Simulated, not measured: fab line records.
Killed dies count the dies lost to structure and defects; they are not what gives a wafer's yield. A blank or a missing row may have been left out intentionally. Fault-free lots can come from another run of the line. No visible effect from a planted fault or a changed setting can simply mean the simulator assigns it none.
fab line records    flow sfq-line
record lots=15  wafers=45  last-day=81
route steps=325 shown INCOMING@2 L0V@26 M0@41 M1@68
lots with no fault: from the same line, run without faults
start-h: start of the lot's first displayed wafer, in hours after the record's first day    wait-h: how many hours have passed since the lot's step before this one    " same as the row above    L1.1+2: one row covering several wafers at once    - either no value or no given start    * or withheld: withheld    < > ~ a bound
route shown NAME@n: names a module that has steps shown in the file, with the first one's number in the route    usual: mean and standard deviation over wafers with no fault    same: alike in all rows    chamber/n: place in a boat    sites: each site's reading    _std_site: the standard deviation of these    _edge_site: outer sites' mean less inner sites'    radius-mm: for every site, how far away it sits from the centre of the wafer    mask NAME#n: copy n    behind: the last tool/chamber to shape the wafer    hold: what put the lot on hold/how long, in hours/how the hold closed    device: the n, p or np transistor that did not switch    end of line: tests of these same wafers at the route's end    a step given without rows: its recipe and nothing more    killed: dies that structure and defects cost at the first sort, which is not the same as the wafer's yield    map: shows each die of a wafer: x if killed, . if not, _ if none is there
set.NAME: setting as actually run; set.NAME@STEP: the setting as run at that earlier step    model.NAME: the simulator's own value behind a step, which no gauge read
route steps across a sampled set of lots; one table per step, one row per wafer
services: from which hour (start-h, from the record's first day; less than 0 if before it) a tool's chamber was out of use, for how many hours, and why
## steps
# step SFQ_TRILAYER_INCOMING_OXIDATION_002
# recipe temp-c=1000  ambient=H2O  target-thk-a=5000  p-h2o-torr=720  ox-time-s=4939
# usual ox-temp-c=999.9/0.44  ox-temp-c-max=1006.6/2.4  ox-time-s=4939/0  spike-tc-bottom-C=1017/3.5  spike-tc-top-C=1007.5/1.1  tube_center_temp_C_max=1002.6/0.41  zone-power-bottom-pct=38.9/0.41
lot.wafer  tool        chamber  start-h  wait-h  ox-temp-c  ox-temp-c-max  ox-time-s  spike-tc-bottom-C  spike-tc-top-C  tube_center_temp_C_max  zone-power-bottom-pct
L169.1     furnace-02  0        15.12    0.1     1000.1     1004.4         4939       1014               1008.4          1002.2                  38.8
L169.2     "           0        "        "       1000.2     1005.7         4939       1013               1009.3          1002.2                  38.6
L169.3     "           0        "        "       1000.0     1006.1         4939       1014               1010.4          1002.5                  38.9
L170.2     furnace-02  0        20.12    0.1     999.9      1005.6         4939       1015               1007.7          1003.1                  38.9
L170.4     "           0        "        "       1000.3     1005.1         4939       1015               1008.3          1002.5                  38.4
L170.6     "           0        "        "       999.7      1004.2         4939       1014               1009.3          1002.1                  38.9
L171.3     furnace-01  0        25.12    0.1     999.5      1008.4         4939       1022               1006.3          1002.9                  39.2
L171.4     "           0        "        "       1000.1     1008.7         4939       1021               1007.4          1003.0                  38.5
L171.6     "           0        "        "       999.8      1008.1         4939       1023               1006.8          1003.4                  39.4
L172.1     furnace-02  0        30.12    0.1     999.9      1004.5         4939       1016               1008.1          1002.4                  38.5
L172.2     "           0        "        "       1000.4     1006.2         4939       1015               1006.4          1002.6                  39.1
L172.6     "           0        "        "       999.7      1004.3         4939       1014               1009.4          1002.5                  39.3
L173.4     furnace-01  0        35.12    0.0     1000.1     1008.6         4939       1020               1007.0          1002.1                  39.0
L173.5     "           0        "        "       999.9      1006.8         4939       1020               1005.0          1002.1                  39.2
L173.6     "           0        "        "       1001.0     1008.4         4939       1021               1006.4          1001.9                  38.8
L174.3     furnace-02  0        40.12    0.1     999.7      1005.0         4939       1015               1008.0          1002.5                  38.6
L174.4     "           0        "        "       999.2      1003.6         4939       1014               1006.0          1002.4                  37.9
L174.6     "           0        "        "       1000.1     1003.7         4939       1012               1005.6          1002.8                  39.0
L175.2     furnace-01  0        45.12    0.1     999.5      1006.8         4939       1021               1008.2          1003.0                  38.8
L175.3     "           0        "        "       999.9      1010.6         4939       1022               1007.7          1002.0                  38.3
L175.6     "           0        "        "       1000.4     1009.5         4939       1021               1009.3          1002.1                  38.8
L176.2     furnace-02  0        50.12    0.1     999.9      1003.5         4939       1017               1008.7          1002.7                  39.2
L176.3     "           0        "        "       1000.0     1003.6         4939       1015               1009.8          1002.4                  39.2
L176.4     "           0        "        "       999.7      1004.4         4939       1013               1007.9          1002.7                  38.4
L177.4     furnace-01  0        55.12    0.0     999.5      1007.0         4939       1021               1006.0          1003.3                  38.7
L177.5     "           0        "        "       999.9      1007.3         4939       1022               1007.4          1002.3                  38.6
L177.6     "           0        "        "       999.7      1009.8         4939       1021               1005.6          1002.9                  39.1
L178.1     furnace-02  0        60.12    0.1     999.8      1003.8         4939       1015               1009.0          1003.4                  39.0
L178.3     "           0        "        "       999.7      1004.7         4939       1014               1007.9          1002.4                  38.4
L178.6     "           0        "        "       1000.1     1004.4         4939       1015               1008.6          1002.4                  39.0
L179.2     furnace-01  0        65.12    0.1     1000.3     1009.9         4939       1021               1008.0          1002.5                  38.9
L179.5     "           0        "        "       999.9      1007.6         4939       1021               1007.2          1002.5                  39.6
L179.6     "           0        "        "       1000.0     1009.8         4939       1021               1006.9          1002.1                  38.7
L181.3     furnace-01  0        75.12    0.1     1000.5     1010.1         4939       1021               1007.0          1003.0                  39.2
L181.4     "           0        "        "       999.5      1009.8         4939       1020               1005.7          1003.2                  39.7
L181.5     "           0        "        "       1001.0     1012.3         4939       1021               1006.4          1002.7                  38.9
L183.2     furnace-01  -        85.12    0.1     -          -              -          -                  -               -                       -
L183.5     "           -        "        "       -          -              -          -                  -               -                       -
L183.6     "           -        "        "       -          -              -          -                  -               -                       -
L184.1     furnace-02  -        90.12    0.1     -          -              -          -                  -               -                       -
L184.5     "           -        "        "       -          -              -          -                  -               -                       -
L184.6     "           -        "        "       -          -              -          -                  -               -                       -
L185.3     furnace-01  -        95.12    0.1     -          -              -          -                  -               -                       -
L185.5     "           -        "        "       -          -              -          -                  -               -                       -
L185.6     "           -        "        "       -          -              -          -                  -               -                       -
# step SFQ_TRILAYER_L0_VIA_STRIP_STRIP_017
# recipe gas=O2  power-w=200  platen-temp-c=40  overash-fraction=0.65  chemistry=O2  pressure-mtorr=50
# usual drypump-motor-current-A=5.4/0.47  oes-product-au=0.999/0.0071
# same overash-fraction=0.65
lot.wafer  tool          chamber  start-h  wait-h  drypump-motor-current-A  oes-product-au  rf-hours-counter-h
L169.1     rie-metal-04  0        97.64    -       5.3                      1.004           13
L169.2     "             1        "        "       5.0                      1.001           110
L169.3     "             1        "        "       5.0                      1.001           -
L170.2     rie-metal-03  1        101.24   -       4.9                      0.997           180
L170.4     "             1        "        "       4.9                      1.000           -
L170.6     "             1        "        "       5.0                      0.996           -
L171.3     rie-metal-01  0        109.84   -       6.1                      1.007           -
L171.4     "             1        "        "       5.5                      1.000           -
L171.6     "             1        "        "       5.5                      0.991           -
L172.1     rie-metal-01  1        114.44   -       5.5                      1.002           135
L172.2     "             0        "        "       6.1                      0.996           8
L172.6     "             1        "        "       5.5                      0.991           -
L173.4     rie-metal-04  0        123.04   -       5.3                      1.003           -
L173.5     "             0        "        "       5.3                      1.019           -
L173.6     "             1        "        "       5.0                      0.999           -
L174.3     rie-metal-03  1        129.04   -       4.9                      0.994           -
L174.4     "             0        "        "       6.1                      0.993           -
L174.6     "             0        "        "       6.1                      0.998           -
L175.2     rie-metal-01  1        133.64   -       5.5                      0.988           139
L175.3     "             1        "        "       5.5                      1.001           -
L175.6     "             0        "        "       6.1                      1.007           -
L176.2     rie-metal-04  0        138.44   -       5.2                      1.015           21
L176.3     "             1        "        "       5.0                      1.007           -
L176.4     "             0        "        "       5.3                      1.008           -
L177.4     rie-metal-01  0        150.17   -       6.1                      1.001           -
L177.5     "             1        "        "       5.5                      0.999           -
L177.6     "             0        "        "       6.1                      1.006           -
L178.1     rie-metal-04  0        152.37   -       5.3                      0.997           22
L178.3     "             0        "        "       5.2                      1.004           -
L178.6     "             1        "        "       5.0                      0.998           -
L179.2     rie-metal-03  0        199.94   -       6.1                      0.997           -
L179.5     "             0        "        "       6.1                      0.999           -
L179.6     "             0        "        "       6.1                      0.979           -
L181.3     rie-metal-04  0        211.94   -       5.3                      0.989           -
L181.4     "             1        "        "       5.0                      0.977           -
L181.5     "             1        "        "       5.0                      0.988           -
L183.2     rie-metal-04  1        222.54   -       5.0                      0.994           128
L183.5     "             0        "        "       5.2                      0.990           -
L183.6     "             1        "        "       5.0                      0.995           -
L184.1     rie-metal-01  0        226.14   -       6.1                      1.001           22
L184.5     "             1        "        "       5.5                      0.999           -
L184.6     "             0        "        "       6.1                      0.994           -
L185.3     rie-metal-03  1        232.34   -       5.0                      0.996           -
L185.5     "             0        "        "       6.1                      0.983           -
L185.6     "             1        "        "       5.0                      0.999           -
# step SFQ_TRILAYER_M0_STRIP_STRIP_025
# recipe gas=O2  power-w=200  platen-temp-c=40  overash-fraction=0.65  chemistry=O2  pressure-mtorr=50
# usual drypump-motor-current-A=5.4/0.54  oes-product-au=0.997/0.0073
# same overash-fraction=0.65
lot.wafer  tool          chamber  start-h  wait-h  drypump-motor-current-A  oes-product-au  rf-hours-counter-h
L169.1     rie-metal-03  0        114.66   0.1     6.1                      0.992           143
L169.2     "             1        "        "       4.9                      0.997           183
L169.3     "             1        "        "       4.9                      0.999           -
L170.2     rie-metal-04  0        118.26   0.1     5.2                      1.010           17
L170.4     "             1        "        "       5.0                      0.992           -
L170.6     "             0        "        "       5.3                      1.007           -
L171.3     rie-metal-02  1        125.66   0.2     5.6                      0.999           -
L171.4     "             0        "        "       6.4                      0.988           -
L171.6     "             1        "        "       5.6                      1.000           -
L172.1     rie-metal-03  0        136.21   0.1     6.0                      0.990           146
L172.2     "             1        "        "       4.9                      1.003           186
L172.6     "             0        "        "       6.0                      0.993           -
L173.4     rie-metal-02  0        147.31   0.2     6.4                      0.983           -
L173.5     "             0        "        "       6.5                      0.993           -
L173.6     "             1        "        "       5.6                      1.002           -
L174.3     rie-metal-03  0        153.31   0.2     6.1                      0.992           -
L174.4     "             1        "        "       5.0                      0.998           -
L174.6     "             1        "        "       4.9                      0.990           -
L175.2     rie-metal-03  0        157.91   0.1     6.0                      0.996           149
L175.3     "             1        "        "       5.0                      1.003           -
L175.6     "             0        "        "       6.1                      1.000           -
L176.2     rie-metal-03  1        162.71   0.1     5.0                      1.003           189
L176.3     "             0        "        "       6.1                      0.991           -
L176.4     "             1        "        "       5.0                      0.992           -
L177.4     rie-metal-03  0        171.31   0.2     6.1                      0.998           -
L177.5     "             1        "        "       5.0                      0.986           -
L177.6     "             0        "        "       6.0                      1.002           -
L178.1     rie-metal-03  1        174.71   0.1     4.9                      1.003           190
L178.3     "             1        "        "       4.9                      0.993           -
L178.6     "             1        "        "       4.9                      1.003           -
L179.2     rie-metal-04  1        218.14   0.1     5.0                      0.989           128
L179.5     "             0        "        "       5.3                      0.992           -
L179.6     "             1        "        "       5.0                      0.987           -
L181.3     rie-metal-04  0        231.54   0.2     5.3                      1.003           -
L181.4     "             1        "        "       5.0                      1.004           -
L181.5     "             1        "        "       5.0                      1.000           -
L183.2     rie-metal-03  1        243.72   0.4     4.9                      0.997           -
L183.5     "             1        "        "       4.9                      0.990           -
L183.6     "             1        "        "       4.9                      0.992           -
L184.1     rie-metal-04  1        248.14   0.1     5.0                      1.014           134
L184.5     "             0        "        "       5.3                      1.000           -
L184.6     "             1        "        "       5.0                      1.002           -
L185.3     rie-metal-04  0        269.49   0.2     5.2                      1.006           -
L185.5     "             1        "        "       5.0                      0.999           -
L185.6     "             0        "        "       5.3                      1.001           -
# step SFQ_M1_OVL_MEAS_911
# usual M1_OVL=1/4.1
lot.wafer  tool        chamber  start-h  wait-h  M1_OVL[nm]
L169.1     overlay-02  -        347.54   0.1     0
L169.2     "           -        "        "       -6
L169.3     "           -        "        "       -3
L170.2     overlay-02  -        356.05   0.1     0
L170.4     "           -        "        "       -6
L170.6     "           -        "        "       -1
L171.3     overlay-01  -        359.66   0.1     0
L171.4     "           -        "        "       0
L171.6     "           -        "        "       2
L172.1     overlay-02  -        367.84   0.1     0
L172.2     "           -        "        "       -3
L172.6     "           -        "        "       -2
L173.4     overlay-01  -        377.51   0.1     0
L173.5     "           -        "        "       1
L173.6     "           -        "        "       2
L174.3     overlay-02  -        382.30   0.1     2
L174.4     "           -        "        "       4
L174.6     "           -        "        "       6
L175.2     overlay-02  -        412.57   0.1     -2
L175.3     "           -        "        "       -6
L175.6     "           -        "        "       2
L176.2     overlay-02  -        417.37   0.1     2
L176.3     "           -        "        "       2
L176.4     "           -        "        "       3
L177.4     overlay-02  -        426.99   0.1     -7
L177.5     "           -        "        "       -9
L177.6     "           -        "        "       -4
L178.1     overlay-01  -        431.77   0.1     2
L178.3     "           -        "        "       4
L178.6     "           -        "        "       -1
L179.2     overlay-02  -        478.57   0.1     -3
L179.5     "           -        "        "       -2
L179.6     "           -        "        "       -3
L181.3     overlay-01  -        504.98   0.1     7
L181.4     "           -        "        "       5
L181.5     "           -        "        "       9
L183.2     overlay-02  -        521.77   0.1     2
L183.5     "           -        "        "       1
L183.6     "           -        "        "       -2
L184.1     overlay-01  -        525.37   0.1     0
L184.5     "           -        "        "       11
L184.6     "           -        "        "       8
L185.3     overlay-02  -        566.78   0.1     6
L185.5     "           -        "        "       10
L185.6     "           -        "        "       9
## services
tool          chamber  start-h  hours  kind
rie-metal-02  1        -8.64    1.4    repair
rie-metal-03  -        -0.79    2.1    repair
furnace-01    -        14.33    3.1    pm
furnace-01    -        19.28    3.3    pm
rie-metal-01  -        30.79    0.5    repair
rie-metal-04  -        75.16    1.2    repair
furnace-02    -        92.76    4.2    pm
rie-metal-03  1        98.22    2.1    repair
rie-metal-03  -        116.44   2.8    pm
rie-metal-01  1        139.70   2.7    repair
rie-metal-03  1        165.27   4.8    repair
furnace-01    -        187.49   4.3    pm
rie-metal-03  1        196.19   -      clean
rie-metal-03  1        196.19   21.7   scheduled-down
rie-metal-04  1        196.96   9.6    repair
rie-metal-01  -        198.07   14.6   pm
furnace-02    -        222.69   2.8    pm
furnace-01    -        227.49   3.5    pm
rie-metal-01  -        234.18   1.4    pm
rie-metal-03  0        238.20   26.6   repair
rie-metal-02  -        251.06   0.8    repair
furnace-01    -        253.61   8.8    pm
furnace-02    -        262.49   4.1    pm
rie-metal-03  -        262.89   1.4    pm
## key
first-sign step=SFQ_TRILAYER_INCOMING_OXIDATION_002  reading=tool-record  direction=missing
effect none on later readings
met-at SFQ_TRILAYER_INCOMING_OXIDATION_002
struck-lots L183,L184,L185
not-acting-at SFQ_TRILAYER_L0_VIA_STRIP_STRIP_017,SFQ_TRILAYER_M0_STRIP_STRIP_025,SFQ_M1_OVL_MEAS_911
onset-between 75.12 85.12
fault kind=skipped-step-whole  tool=furnace-01,furnace-02  chamber=-  onset-h=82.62  steps=SFQ_TRILAYER_INCOMING_OXIDATION_002  scope=struck-lots-only
